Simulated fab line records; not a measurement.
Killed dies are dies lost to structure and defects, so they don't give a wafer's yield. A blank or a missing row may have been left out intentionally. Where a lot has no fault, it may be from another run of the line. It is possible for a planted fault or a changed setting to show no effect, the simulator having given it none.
Struck lot and sound lot, side by side ; flow sky130 ; 19 steps out of a route of 708
Sound: the wafers L298.1, L298.3, L298.6. Struck: wafers L300.1, L300.3, L300.4. The cause comes at the end.
Order at every step that has rows: each side's tool, ch and its chambers, its first start. Under that, the readings that differ: sound wafers ; struck wafers ; difference of the means ; sigmas: that difference in standard deviations of wafers without a fault.
alike: a reading whose means differ by less than 2 such deviations, as well as words and numbers matching on both sides. not compared: withheld readings; readings where some wafer has no value; bounds like >300 that might hide an equal value; numbers whose values overlap and for which the record gives no deviation.
A row with sigmas, a row that says differs or no value, or rows on one side alone: a step with any of these is where the two part. Non-overlapping numbers with no deviation appear without sigmas and do not part them. A reading missing from all wafers of one side parts the sides only when that side holds two or more wafers.

SKY_VIA1_ETCH_15: etches SiO2 in C4F8/O2/Ar, stops on TiN, target depth 351 nm, time 54 s.
  sound on rie_diel-02 ch 0,1,2, day 38 09:55; struck on rie_diel-03 ch 0,2,3, day 38 19:25
  alike: oes_product_au, rf_fwd_power_W
  not compared: rf_hours_counter_h
SKY_VIA1_STRIP_16: strips in O2/N2.
  sound on plasma_asher-02 ch 0,1, day 38 09:58; struck on plasma_asher-01 ch 0,1, day 38 19:28
  alike: drypump_motor_current_A, oes_product_au, strip_time_to_endpoint_s
  not compared: rf_hours_counter_h
then, 3 steps without rows for these wafers: SKY_VIA1_STRIP_17 (strips in post etch residue remover, time 1200 s); SKY_VIA1_CLEAN_18 (cleans in IPA, time 180 s); SKY_VIA1_CLEAN_19 (cleans in O3/DIW).
SKY_VIA1_SPUTTER_20: material TiN, target thk 20 nm, time 80 s.
  sound on pvd_sputter-01, day 38 10:34; struck on pvd_sputter-02, day 38 20:05
  alike: chamber_pressure_pa, throttle_valve_pct
then, 1 step without rows for these wafers: SKY_VIA1_CVD_21 (deposits W, target thk 270 nm, time 80.902 s).
SKY_VIA1_RS_MEAS_22: measures by four-point-probe.
  sound on film_metro-04, day 38 10:43; struck on film_metro-02, day 38 20:14
  alike: VIA1_W_RS
SKY_VIA1_THK_MEAS_23: measures by xrf.
  sound on film_metro-04, day 38 10:50; struck on film_metro-02, day 38 20:22
reading;sound;struck;difference;sigmas
VIA1_W_THK (nm);258 262 263;271 271 272;+10;+2
then, 1 step without rows for these wafers: SKY_VIA1_CMP_24 (polishes, stops on SiO2, t overpolish 15 s, target thk 0 nm).
SKY_METAL2_SPUTTER_00: material Ti, target thk 15 nm, time 10 s.
  sound on pvd_sputter-03, day 38 11:12; struck on pvd_sputter-03, day 38 20:43
  alike: chamber_pressure_pa, throttle_valve_pct
then, 1 step without rows for these wafers: SKY_METAL2_SPUTTER_01 (material TiN, target thk 20 nm, time 16.7 s).
SKY_METAL2_SPUTTER_02: material AlCu, target thk 250 nm, time 13.3 s.
  sound on pvd_sputter-03, day 38 11:15; struck on pvd_sputter-03, day 38 20:46
reading;sound;struck;difference;sigmas
chamber_pressure_pa (Pa);0.4013 0.4009 0.3984;0.2584 0.2578 0.2586;-0.1419;-99 or more
throttle_valve_pct (%);31.4 30.3 30.0;37.7 39.1 34.2;+6.4;+5
model.AlCu_of_METAL2_SPUTTER_02.thk_nm (nm);242.6 244.3 245.1;270 268.8 269.1;+25;
then, 1 step without rows for these wafers: SKY_METAL2_SPUTTER_03 (material Ti, target thk 5 nm, time 3.3 s).
SKY_METAL2_SPUTTER_04: material TiN, target thk 70 nm, time 58.3 s.
  sound on pvd_sputter-03, day 38 11:17; struck on pvd_sputter-03, day 38 20:49
  alike: chamber_pressure_pa, throttle_valve_pct
SKY_METAL2_RS_MEAS_05: measures by four-point-probe.
  sound on film_metro-01, day 38 11:20; struck on film_metro-01, day 38 20:52
reading;sound;struck;difference;sigmas
METAL2_ALCU_RS (ohm/sq);0.1308 0.1299 0.1291;0.1143 0.1147 0.1146;-0.0154;-10
SKY_METAL2_THK_MEAS_06: measures by xrf.
  sound on film_metro-01, day 38 11:28; struck on film_metro-01, day 38 20:59
reading;sound;struck;difference;sigmas
METAL2_ALCU_THK (nm);241 244 242;266 267 266;+24;+7
then, 1 step without rows for these wafers: SKY_METAL2_DEHYDRATE_07 (time 60 s).
-- the record jumps here: 11 days lie between the struck wafers' starts before and after (it left off in module METAL2 and takes up again in module PAD_OPEN, whose first step shown is number 708 of the route) --
SKY_PAD_OPEN_PROBE_99:
  sound on prober-01, day 49 03:57; struck on prober-01, day 49 10:20
reading;sound;struck;difference;sigmas
model.etest.met2.line_ohm_um;0.9517 0.9512 0.9277;0.8145 0.8231 0.8123;-0.1269;
model.etest.met2.rs_ohm_sq;0.1328 0.1322 0.1302;0.1192 0.1184 0.1191;-0.0128;
  alike: defect_limited_yield, killed_at_M0_to_M3, killed_at_M4_up, killed_at_contacts, killed_at_front_end, killed_at_other, killed_dies, killed_on_rim, killed_open, killed_short, sort_bin_3_pad_short, sort_bin_5_function, sort_bin_6_memory, sort_n_pass, sort_yield_pct

== WHERE THEY PART ==
Earliest at SKY_VIA1_THK_MEAS_23; latest, in this record, at SKY_METAL2_THK_MEAS_06. Later steps at which nothing parts them and some readings are alike: SKY_PAD_OPEN_PROBE_99.

WHY: the cause the simulator had injected
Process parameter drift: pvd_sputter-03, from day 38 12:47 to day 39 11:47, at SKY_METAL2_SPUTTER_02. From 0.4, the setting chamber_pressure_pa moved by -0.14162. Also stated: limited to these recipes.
